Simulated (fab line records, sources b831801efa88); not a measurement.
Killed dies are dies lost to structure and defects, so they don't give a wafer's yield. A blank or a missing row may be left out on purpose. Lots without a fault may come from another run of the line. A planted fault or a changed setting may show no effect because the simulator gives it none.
A struck lot beside a sound one | flow sky130 | 15 steps out of a route of 708
Sound: wafers L806.1, L806.2, L806.6. Struck: wafers L821.2, L821.4, L821.5. The cause comes at the end.
At each step with rows: each side's tool, then ch and its chambers, then its first start. Under that, the readings that differ: sound wafers | struck wafers | difference of the means | sigmas: that difference in standard deviations of wafers without a fault.
alike: readings whose means differ by less than 2 such deviations, and words and numbers that are the same on both sides. not compared: withheld readings, readings that some wafer has no value for, bounds like >300 that may hide the same value, and numbers for which the record gives no deviation and whose values overlap.
The two part at a step that has a row with sigmas, a row that says differs or no value, or rows on one side only. Numbers that don't overlap but have no deviation are shown without sigmas and don't part them. A reading that every wafer of one side lacks parts them only if that side has two wafers or more.

SKY_METAL1_SPUTTER_02: material AlCu, target thk 250 nm, time 13.3 s.
  sound on pvd_sputter-03, day 33 02:28; struck on pvd_sputter-03, day 37 18:07
  alike: throttle_valve_pct
SKY_METAL1_SPUTTER_03: material Ti, target thk 5 nm, time 3.3 s.
  sound on pvd_sputter-03, day 33 02:29; struck on pvd_sputter-03, day 37 18:08
  alike: throttle_valve_pct
SKY_METAL1_SPUTTER_04: material TiN, target thk 70 nm, time 58.3 s.
  sound on pvd_sputter-03, day 33 02:30; struck on pvd_sputter-03, day 37 18:10
  alike: throttle_valve_pct
SKY_METAL1_RS_MEAS_05: measures by four-point-probe.
  sound on film_metro-01, day 33 02:33; struck on film_metro-03, day 37 18:14
  alike: METAL1_ALCU_RS
SKY_METAL1_THK_MEAS_06: measures by xrf.
  sound on film_metro-01, day 33 02:40; struck on film_metro-03, day 37 18:20
  alike: METAL1_ALCU_THK
then, 7 steps without rows for these wafers: SKY_METAL1_DEHYDRATE_07 (time 60 s); SKY_METAL1_HMDS_08 (prime time 60 s); SKY_METAL1_COAT_09 (resist thk 60 nm); SKY_METAL1_COAT_10 (resist thk 450 nm); SKY_METAL1_SOFTBAKE_11 (time 90 s); SKY_METAL1_EXPOSE_12 (exposes mask MM1, target cd 140 nm); SKY_METAL1_PEB_13.
SKY_METAL1_DEVELOP_14: develop time 60 s.
  sound on litho_track-03 ch 0, day 34 03:00; struck on litho_track-04 ch 0, day 38 19:00
  reading              | sound             | struck            | difference | sigmas
  developer_temp_C (C) | 20.89 20.84 20.88 | 20.38 20.37 20.43 | -0.48      | -4
  alike: chill_plate_temp_C
SKY_METAL1_CD_MEAS_15: target cd 140 nm.
  sound on cd_sem-01, day 34 04:00; struck on cd_sem-02, day 38 19:46
  alike: cd_nm
-- the record jumps here: 11 days lie between the struck wafers' starts before and after (it left off in module METAL1 and takes up again in module PAD_OPEN, whose first step shown is number 708 of the route) --
SKY_PAD_OPEN_PROBE_99:
  the record has rows for the struck wafers here (prober-01, day 50 05:46) and none for the sound ones

WHERE THEY PART
First at SKY_METAL1_DEVELOP_14; last, within this record, at SKY_PAD_OPEN_PROBE_99.

WHY: what the simulator had put in
Process parameter drift: litho_track-04, from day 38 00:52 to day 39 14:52, at SKY_METAL1_DEVELOP_14. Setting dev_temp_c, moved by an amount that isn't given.
